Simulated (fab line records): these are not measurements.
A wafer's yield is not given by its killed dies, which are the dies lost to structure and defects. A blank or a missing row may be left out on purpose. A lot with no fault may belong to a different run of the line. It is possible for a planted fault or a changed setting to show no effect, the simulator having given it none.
fab line records + flow sky130
[record]
- lots = 5
- wafers = 15
- lastDay = 50
route steps=708 shown PWDE@48 NWELL@56 PAD_OPEN@708
lots untouched by any fault: they come from a run of this same line in which no faults occurred
startH: start of the lot's first displayed wafer, in hours after the record's first day + waitH: hours since the lot's step before + " identical to the entry in the row above + L1.1+2: one row covering several wafers at once + - no value, or no start was given + * or withheld: withheld + < > ~ a bound
route shown NAME@n: NAME is a module with steps in the file, n the number in the route of the first one + usual: mean and standard deviation over wafers with no fault + same: alike in all rows + chamber/n: place in a boat + sites: per-site readings + _std_site: standard deviation of those values + _edge_site: inner sites' mean taken away from outer sites' mean + radiusMm: how far each site lies from the wafer's centre + mask NAME#n: copy n + behind: the last tool/chamber to shape the wafer + hold: the reason the lot was held/the length of the hold in hours/how it ended + device: names the non-switching transistor (n, p or np) + end of line: tests run on the same wafers once the route is complete + a step with no rows: only its recipe + killed: count of dies lost to structure and defects at first sort (not the wafer's yield) + map: per-die view of a wafer (x killed, . not killed, _ where there is no die)
set.NAME: setting as actually run; set.NAME@STEP: the setting as run at that earlier step + model.NAME: the simulator's own value behind a step, which no gauge read
lots at selected steps of the route; one table per step, one row per wafer
services: from which hour (startH, from the record's first day; less than 0 if before it) a tool's chamber was out of use, for how many hours, and why
[[steps]]
[step SKY_PWDE_SOFTBAKE_03]
[recipe]
- tempC = 110
- timeS = withheld
[step SKY_PWDE_EXPOSE_04]
[recipe]
- maskId = PWDEM
- na = 0.6
- sourceShape = conventional
- sigmaOuter = 0.6
- polarization = unpolarized
- targetCdNm = 840
- doseMj = 214
[step SKY_PWDE_PEB_05]
[recipe]
- tempC = 115
- timeS = withheld
[step SKY_PWDE_DEVELOP_06]
[recipe]
- wallAngleDeg = 90
- developer = TMAH
- developTimeS = 60
- devTempC = 23
[step SKY_PWDE_OVL_MEAS_07]
[usual]
- PWDE_OVL = 0.4/1.6
| lot.wafer | tool       | chamber | startH | waitH | PWDE_OVL[nm] |
|-----------|------------|---------|--------|-------|--------------|
| L972.1    | overlay-02 | -       | 83.17  | -     | -0.6         |
| L972.5    | "          | -       | "      | "     | -1.6         |
| L972.6    | "          | -       | "      | "     | -0.4         |
| L982.1    | overlay-02 | -       | 138.18 | -     | 3.8          |
| L982.3    | "          | -       | "      | "     | 2.1          |
| L982.5    | "          | -       | "      | "     | 2.6          |
| L983.1    | overlay-01 | -       | 143.43 | -     | -1.6         |
| L983.3    | "          | -       | "      | "     | 0.2          |
| L983.6    | "          | -       | "      | "     | -0.2         |
| L991.2    | overlay-01 | -       | 184.72 | -     | 0.3          |
| L991.3    | "          | -       | "      | "     | 1.0          |
| L991.6    | "          | -       | "      | "     | 0.9          |
| L993.2    | overlay-01 | -       | 196.72 | -     | -2.4         |
| L993.4    | "          | -       | "      | "     | -2.5         |
| L993.5    | "          | -       | "      | "     | -2.2         |
[step SKY_PWDE_IMPLANT_08]
[recipe]
- species = B
- energyKev = 150
- doseCm2 = 3.6e+12
- tiltDeg = withheld
[step SKY_PWDE_STRIP_09]
[recipe]
- chemistry = O2/N2
- powerW = 1400
- pressureMtorr = 1500
- platenTempC = withheld
- o2FlowSccm = 3000
- n2FlowSccm = 300
- overashFraction = 0.5
[usual]
- chamberPressureMTorr = 1500.1/1.4
- drypumpMotorCurrentA = 5.9/0.48
- n2FlowSccm = 300.0/0.86
- oesProductAu = 0.723/0.0044
- stripTimeToEndpointS = 36.90/0.098
| lot.wafer | tool           | chamber | startH | waitH | chamberPressureMTorr | drypumpMotorCurrentA | n2FlowSccm | oesProductAu | rfHoursCounterH | stripTimeToEndpointS |
|-----------|----------------|---------|--------|-------|----------------------|----------------------|------------|--------------|-----------------|----------------------|
| L972.1    | plasmaAsher-01 | 0       | 83.36  | 0.1   | 1503.1               | 5.5                  | 299.7      | 0.724        | 41              | 36.98                |
| L972.5    | "              | 1       | "      | "     | 1500.4               | 6.0                  | 300.6      | 0.729        | -               | 36.99                |
| L972.6    | "              | 0       | "      | "     | 1500.2               | 5.5                  | 300.1      | 0.725        | -               | 36.91                |
| L982.1    | plasmaAsher-02 | 0       | 138.36 | 0.1   | 1502.6               | 6.2                  | 300.7      | 0.719        | 41              | 36.97                |
| L982.3    | "              | 0       | "      | "     | 1500.7               | 6.2                  | 301.0      | 0.722        | -               | 36.78                |
| L982.5    | "              | 1       | "      | "     | 1498.5               | 5.4                  | 299.8      | 0.724        | -               | 36.94                |
| L983.1    | plasmaAsher-01 | 1       | 143.61 | 0.1   | 1499.7               | 6.0                  | 300.9      | 0.723        | 47              | 36.80                |
| L983.3    | "              | 1       | "      | "     | 1500.5               | 6.0                  | 299.8      | 0.724        | -               | 36.85                |
| L983.6    | "              | 0       | "      | "     | 1500.2               | 5.6                  | 298.8      | 0.717        | -               | 36.78                |
| L991.2    | plasmaAsher-02 | 1       | 184.90 | 0.1   | 1499.3               | 5.4                  | 298.7      | 0.720        | 46              | 36.81                |
| L991.3    | "              | 1       | "      | "     | 1499.8               | 5.4                  | 300.1      | 0.723        | -               | 36.75                |
| L991.6    | "              | 1       | "      | "     | 1498.6               | 5.4                  | 299.9      | 0.724        | -               | 36.92                |
| L993.2    | plasmaAsher-03 | 0       | 196.90 | 0.1   | 1500.0               | 5.4                  | 300.6      | 0.722        | 8               | 36.93                |
| L993.4    | "              | 1       | "      | "     | 1498.5               | 6.6                  | 301.2      | 0.714        | -               | 36.97                |
| L993.5    | "              | 0       | "      | "     | 1500.1               | 5.4                  | 298.3      | 0.723        | -               | 36.96                |
[step SKY_PWDE_TW_MEAS_10]
[usual]
- PWDE_TW = 375.3/2.2
| lot.wafer | tool         | chamber | startH | waitH | PWDE_TW |
|-----------|--------------|---------|--------|-------|---------|
| L972.1    | filmMetro-03 | -       | 83.46  | 0.1   | 371.6   |
| L972.5    | "            | -       | "      | "     | 372.0   |
| L972.6    | "            | -       | "      | "     | 372.3   |
| L982.1    | filmMetro-02 | -       | 138.46 | 0.1   | 380.7   |
| L982.3    | "            | -       | "      | "     | 378.5   |
| L982.5    | "            | -       | "      | "     | 378.4   |
| L983.1    | filmMetro-03 | -       | 143.71 | 0.1   | 375.7   |
| L983.3    | "            | -       | "      | "     | 373.3   |
| L983.6    | "            | -       | "      | "     | 372.8   |
| L991.2    | filmMetro-03 | -       | 185.01 | 0.1   | 374.8   |
| L991.3    | "            | -       | "      | "     | 374.9   |
| L991.6    | "            | -       | "      | "     | 374.2   |
| L993.2    | filmMetro-03 | -       | 197.01 | 0.1   | 376.0   |
| L993.4    | "            | -       | "      | "     | 376.0   |
| L993.5    | "            | -       | "      | "     | 374.4   |
[step SKY_NWELL_DEHYDRATE_03]
[recipe]
- tempC = 200
- timeS = 60
[step SKY_NWELL_HMDS_04]
[recipe]
- primeTimeS = 60
- primeTempC = 120
[step SKY_NWELL_COAT_05]
[recipe]
- spinRpm = 2000
- resistThkNm = 3000
[step SKY_NWELL_SOFTBAKE_06]
[recipe]
- tempC = 110
- timeS = withheld
[step SKY_NWELL_EXPOSE_07]
[recipe]
- maskId = NWM
- na = 0.6
- sourceShape = conventional
- sigmaOuter = 0.6
- polarization = unpolarized
- targetCdNm = 840
- doseMj = 255
| lot.wafer  | tool            | chamber | startH | waitH | mask    |
|------------|-----------------|---------|--------|-------|---------|
| L972.1+5+6 | ilineStepper-01 | 0       | 91.07  | -     | NWM#0   |
| L982.1+3+5 | ilineStepper-02 | 0       | 147.99 | -     | PWDEM#0 |
| L983.1+3+6 | ilineStepper-02 | 0       | 153.58 | -     | NWM#0   |
| L991.2+3+6 | ilineStepper-02 | 0       | 195.67 | -     | NWM#0   |
| L993.2+4+5 | ilineStepper-01 | 0       | 207.97 | -     | NWM#0   |
[step SKY_NWELL_PEB_08]
[recipe]
- tempC = 115
- timeS = withheld
[step SKY_NWELL_DEVELOP_09]
[recipe]
- wallAngleDeg = 90
- developer = TMAH
- developTimeS = 60
- devTempC = 23
[step SKY_NWELL_OVL_MEAS_10]
[usual]
- NWELL_00_OVL = 0.2/1.4
| lot.wafer | tool       | chamber | startH | waitH | NWELL_00_OVL[nm] |
|-----------|------------|---------|--------|-------|------------------|
| L972.1    | overlay-02 | -       | 99.62  | -     | 4.7              |
| L972.5    | "          | -       | "      | "     | 3.2              |
| L972.6    | "          | -       | "      | "     | 2.3              |
| L982.1    | overlay-02 | -       | 158.09 | -     | -                |
| L982.3    | "          | -       | "      | "     | -                |
| L982.5    | "          | -       | "      | "     | -                |
| L983.1    | overlay-02 | -       | 162.67 | -     | 0.7              |
| L983.3    | "          | -       | "      | "     | -0.1             |
| L983.6    | "          | -       | "      | "     | 0.8              |
| L991.2    | overlay-02 | -       | 205.93 | -     | -0.3             |
| L991.3    | "          | -       | "      | "     | -1.1             |
| L991.6    | "          | -       | "      | "     | 0.7              |
| L993.2    | overlay-02 | -       | 218.59 | -     | 2.9              |
| L993.4    | "          | -       | "      | "     | 1.7              |
| L993.5    | "          | -       | "      | "     | 0.6              |
[step SKY_NWELL_IMPLANT_11]
[recipe]
- species = P
- energyKev = 400
- doseCm2 = 1.9e+13
- tiltDeg = withheld
[step SKY_NWELL_IMPLANT_12]
[recipe]
- species = P
- energyKev = 120
- doseCm2 = 1.3e+12
- tiltDeg = withheld
[step SKY_NWELL_IMPLANT_13]
[recipe]
- species = P
- energyKev = 50
- doseCm2 = 7e+11
- tiltDeg = withheld
[step SKY_NWELL_STRIP_14]
[recipe]
- chemistry = O2/N2
- powerW = 1400
- pressureMtorr = 1500
- platenTempC = withheld
- o2FlowSccm = 3000
- n2FlowSccm = 300
- overashFraction = 0.5
[usual]
- chamberPressureMTorr = 1500.0/1.8
- drypumpMotorCurrentA = 5.7/0.44
- n2FlowSccm = 299.9/0.87
- oesProductAu = 0.723/0.0043
- stripTimeToEndpointS = 36.89/0.087
| lot.wafer | tool           | chamber | startH | waitH | chamberPressureMTorr | drypumpMotorCurrentA | n2FlowSccm | oesProductAu | rfHoursCounterH | stripTimeToEndpointS |
|-----------|----------------|---------|--------|-------|----------------------|----------------------|------------|--------------|-----------------|----------------------|
| L972.1    | plasmaAsher-04 | 1       | 100.11 | 0.1   | 1500.5               | 5.8                  | 300.9      | 0.728        | 31              | 36.85                |
| L972.5    | "              | 1       | "      | "     | 1500.4               | 5.8                  | 301.6      | 0.718        | -               | 37.07                |
| L972.6    | "              | 0       | "      | "     | 1500.0               | 5.3                  | 300.1      | 0.723        | -               | 36.95                |
| L982.1    | plasmaAsher-04 | 0       | 158.57 | 0.1   | 1501.8               | 5.3                  | 300.1      | 0.724        | 37              | 36.88                |
| L982.3    | "              | 0       | "      | "     | 1499.5               | 5.3                  | 299.3      | 0.729        | -               | 36.91                |
| L982.5    | "              | 0       | "      | "     | 1500.1               | 5.3                  | 299.2      | 0.715        | -               | 36.84                |
| L983.1    | plasmaAsher-02 | 1       | 163.16 | 0.1   | 1497.5               | 5.4                  | 300.0      | 0.728        | 44              | 36.85                |
| L983.3    | "              | 1       | "      | "     | 1498.2               | 5.4                  | 301.2      | 0.733        | -               | 36.85                |
| L983.6    | "              | 0       | "      | "     | 1497.8               | 6.2                  | 299.5      | 0.719        | -               | 36.80                |
| L991.2    | plasmaAsher-02 | 0       | 206.41 | 0.1   | 1501.0               | 6.2                  | 299.3      | 0.725        | 48              | 37.00                |
| L991.3    | "              | 1       | "      | "     | 1501.4               | 5.4                  | 300.4      | 0.721        | -               | 37.04                |
| L991.6    | "              | 1       | "      | "     | 1501.6               | 5.4                  | 300.2      | 0.725        | -               | 36.86                |
| L993.2    | plasmaAsher-02 | 0       | 219.07 | 0.1   | 1500.1               | 6.3                  | 299.5      | 0.720        | 50              | 36.97                |
| L993.4    | "              | 1       | "      | "     | 1499.9               | 5.4                  | 300.6      | 0.722        | -               | 36.82                |
| L993.5    | "              | 0       | "      | "     | 1499.9               | 6.2                  | 298.2      | 0.721        | -               | 36.86                |
[step SKY_NWELL_TW_MEAS_15]
[usual]
- NWELL_TW = 1831/9.6
| lot.wafer | tool         | chamber | startH | waitH | NWELL_TW |
|-----------|--------------|---------|--------|-------|----------|
| L972.1    | filmMetro-02 | -       | 100.21 | 0.1   | 1827     |
| L972.5    | "            | -       | "      | "     | 1833     |
| L972.6    | "            | -       | "      | "     | 1820     |
| L982.1    | filmMetro-03 | -       | 158.67 | 0.1   | 30       |
| L982.3    | "            | -       | "      | "     | 30       |
| L982.5    | "            | -       | "      | "     | 30       |
| L983.1    | filmMetro-03 | -       | 163.26 | 0.1   | 1834     |
| L983.3    | "            | -       | "      | "     | 1829     |
| L983.6    | "            | -       | "      | "     | 1838     |
| L991.2    | filmMetro-03 | -       | 206.52 | 0.1   | 1821     |
| L991.3    | "            | -       | "      | "     | 1823     |
| L991.6    | "            | -       | "      | "     | 1820     |
| L993.2    | filmMetro-04 | -       | 219.18 | 0.1   | 1845     |
| L993.4    | "            | -       | "      | "     | 1834     |
| L993.5    | "            | -       | "      | "     | 1849     |
[step SKY_NWELL_DEHYDRATE_16]
[recipe]
- tempC = 200
- timeS = 60
[step SKY_PAD_OPEN_PROBE_99]
[usual]
- killed_at_M0_to_M3 = 43/7.3
- killed_at_M4_up = 3.2/1.8
- killedAtContacts = 24/5.8
- killedAtFrontEnd = 16/4.5
- killedAtOther = 0.3/0.53
- killedDies = 87/9.9
- killedOnRim = 17/3.8
- killedOpen = 48/6.8
- killedShort = 39/6.9
[same]
- grossDies = 492
- killedAtBackSide = 0
| lot.wafer | tool      | chamber | startH  | waitH | killed_at_M0_to_M3 | killed_at_M4_up | killedAtContacts | killedAtFrontEnd | killedAtOther | killedDies | killedOnRim | killedOpen | killedShort |
|-----------|-----------|---------|---------|-------|--------------------|-----------------|------------------|------------------|---------------|------------|-------------|------------|-------------|
| L982.1    | prober-02 | -       | 1142.88 | 0.1   | 34                 | 2               | 24               | 432              | 0             | 492        | 96          | 48         | 37          |
| L982.3    | prober-02 | -       | 1142.98 | 0.2   | 43                 | 3               | 28               | 417              | 1             | 492        | 96          | 51         | 40          |
| L982.5    | prober-02 | -       | 1143.08 | 0.2   | 45                 | 3               | 33               | 411              | 0             | 492        | 96          | 57         | 34          |
| L983.1    | prober-02 | -       | 1150.80 | 0.1   | 47                 | 4               | 19               | 11               | 0             | 81         | 14          | 44         | 37          |
| L983.3    | prober-02 | -       | 1150.90 | 0.2   | 46                 | 2               | 35               | 13               | 1             | 97         | 21          | 51         | 46          |
| L983.6    | prober-02 | -       | 1151.05 | 0.2   | 37                 | 4               | 26               | 13               | 0             | 80         | 10          | 55         | 25          |
| L991.2    | prober-02 | -       | 1184.54 | 0.1   | 51                 | 4               | 26               | 15               | 0             | 96         | 23          | 54         | 42          |
| L991.6    | prober-02 | -       | 1184.74 | 0.2   | 39                 | 2               | 31               | 14               | 1             | 87         | 11          | 46         | 41          |
// killed by level:class
L982.1 NWELL:areaExpose=407 CONTACT:geometricParticle:open=13 VIA1:geometricParticle:open=9 POLY_GATE:geometricParticle:short=7 FIELD_ISO:geometricParticle:open=6 METAL2:geometricParticle:short=6 FIELD_ISO:geometricParticle:short=5 VIA2:geometricParticle:open=4
L982.3 NWELL:areaExpose=401 VIA1:geometricParticle:open=13 CONTACT:geometricParticle:open=12 CONTACT:geometricParticle:short=7 VIA2:geometricParticle:open=7 LI_CONTACT:geometricParticle:open=6 FIELD_ISO:geometricParticle:short=5 POLY_GATE:geometricParticle:short=5
L982.5 NWELL:areaExpose=401 VIA1:geometricParticle:open=16 CONTACT:geometricParticle:open=13 VIA2:geometricParticle:open=8 LI_CONTACT:geometricParticle:short=6 LOCAL_INTERCONNECT:geometricParticle:short=5 CONTACT:geometricParticle:short=5 VIA3:geometricParticle:open=5
L983.1 METAL1:geometricParticle:short=9 LI_CONTACT:geometricParticle:open=7 VIA1:geometricParticle:open=7 VIA3:geometricParticle:open=6 METAL2:geometricParticle:short=6 VIA2:geometricParticle:short=4 CONTACT:geometricParticle:open=4 VIA2:geometricParticle:open=4
L983.3 VIA1:geometricParticle:open=17 LI_CONTACT:geometricParticle:open=10 METAL2:geometricParticle:short=10 FIELD_ISO:geometricParticle:short=8 CONTACT:geometricParticle:open=8 LI_CONTACT:geometricParticle:short=6 LOCAL_INTERCONNECT:geometricParticle:short=6 VIA2:geometricParticle:open=5
L983.6 VIA1:geometricParticle:open=13 CONTACT:geometricParticle:open=11 VIA2:geometricParticle:open=9 LI_CONTACT:geometricParticle:open=7 FIELD_ISO:geometricParticle:open=6 METAL1:geometricParticle:short=4 LOCAL_INTERCONNECT:geometricParticle:short=3 VIA1:geometricParticle:short=3
L991.2 VIA1:geometricParticle:open=17 CONTACT:geometricParticle:open=11 VIA3:geometricParticle:open=8 METAL3:geometricParticle:short=7 CONTACT:geometricParticle:short=5 METAL1:geometricParticle:short=5 FIELD_ISO:geometricParticle:short=4 POLY_GATE:geometricParticle:short=4
L991.6 LI_CONTACT:geometricParticle:open=10 CONTACT:geometricParticle:open=8 VIA1:geometricParticle:open=7 LOCAL_INTERCONNECT:geometricParticle:short=6 VIA3:geometricParticle:open=6 METAL1:geometricParticle:short=5 VIA2:geometricParticle:short=5 FIELD_ISO:geometricParticle:open=4
// map L982.1 (x killed, . not)
__________xxxxxxxxxx_________
________xxxxxxxxxxxxxx_______
______xxxxxxxxxxxxxxxxxx_____
_____xxxxxxxxxxxxxxxxxxxx____
____xxxxxxxxxxxxxxxxxxxxxx___
___xxxxxxxxxxxxxxxxxxxxxxxx__
__xxxxxxxxxxxxxxxxxxxxxxxxxx_
_xxxxxxxxxxxxxxxxxxxxxxxxxxxx
_xxxxxxxxxxxxxxxxxxxxxxxxxxxx
_xxxxxxxxxxxxxxxxxxxxxxxxxxxx
_xxxxxxxxxxxxxxxxxxxxxxxxxxxx
_xxxxxxxxxxxxxxxxxxxxxxxxxxxx
_xxxxxxxxxxxxxxxxxxxxxxxxxxxx
_xxxxxxxxxxxxxxxxxxxxxxxxxxxx
_xxxxxxxxxxxxxxxxxxxxxxxxxxxx
__xxxxxxxxxxxxxxxxxxxxxxxxxx_
___xxxxxxxxxxxxxxxxxxxxxxxx__
____xxxxxxxxxxxxxxxxxxxxxx___
_____xxxxxxxxxxxxxxxxxxxx____
______xxxxxxxxxxxxxxxxxx_____
________xxxxxxxxxxxxxx_______
__________xxxxxxxxxx_________
// map L991.2 (x killed, . not)
__________......x..._________
________.xx.x..x..x..x_______
______....x...........x._____
_____...xx.....x....xx..x____
____.x....x....x.....x.x..___
___x...........x.x.....x...__
__.....x...x.......xx.....x._
_.......................x..x.
_..x.x...............x.....x.
_..x....x.x......x...x....xx.
_x..x...x..x.x...............
_x....x....x.................
_x.x.x.x.........x...........
_..x.x.x...x....x..x..x...x..
_......x....x.....x.......x..
__x.....x.xx..x...x...x..x.._
___..........x.........xxx.__
____xx...........xxx.....x___
_____............x.......____
______x......x.x....x..._____
________x...x..x......_______
__________...x..xx.._________
[[services]]
| tool            | chamber | startH | hours | kind      |
|-----------------|---------|--------|-------|-----------|
| plasmaAsher-03  | -       | 66.34  | 0.5   | repair    |
| plasmaAsher-03  | -       | 84.79  | 0.5   | repair    |
| plasmaAsher-03  | -       | 108.75 | 9.0   | pm        |
| plasmaAsher-03  | 0       | 108.75 | 9.0   | ventCycle |
| plasmaAsher-03  | 1       | 108.75 | 9.0   | ventCycle |
| plasmaAsher-03  | 0       | 117.75 | -     | clean     |
| plasmaAsher-03  | 1       | 117.75 | -     | clean     |
| ilineStepper-02 | -       | 118.72 | 1.7   | pm        |
| ilineStepper-02 | -       | 199.82 | 4.4   | pm        |
| plasmaAsher-03  | -       | 201.05 | 3.7   | repair    |
| ilineStepper-01 | -       | 205.96 | 1.6   | repair    |
| plasmaAsher-03  | -       | 206.60 | 14.6  | pm        |
[[key]]
[firstSign]
- step = SKY_NWELL_EXPOSE_07
- reading = mask
- direction = changed
[effect]
- step = SKY_NWELL_OVL_MEAS_10
- reading = NWELL_00_OVL
- direction = missing
[effect]
- step = SKY_NWELL_TW_MEAS_15
- reading = NWELL_TW
- direction = down
- sigmas = 99+
- usual = 1831
- struck = 30
[effect]
- step = SKY_PAD_OPEN_PROBE_99
- reading = killedAtFrontEnd
- direction = up
- sigmas = 90
- usual = 16
- struck = 420
[moreKillsBornAt]
- SKY_NWELL_EXPOSE_07@ilineStepper-02 = 1209
metAt SKY_NWELL_EXPOSE_07
struckWafers L982.1,L982.3,L982.5
testerLeftOut L982
[fault]
- kind = wrongMask
- tool = any
- chamber = -
- onsetH = 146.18
- steps = SKY_NWELL_EXPOSE_07
- auxCopy = PWDEM#0
- scope = struckLotsOnly
// testerLeftOut: of these lots the tester's yield and bins aren't shown, on N5 and GAA mostly nor the transistor test; their killed dies are dies lost to structure and defects alone, not to doping, threshold or leakage, so they don't give the yield
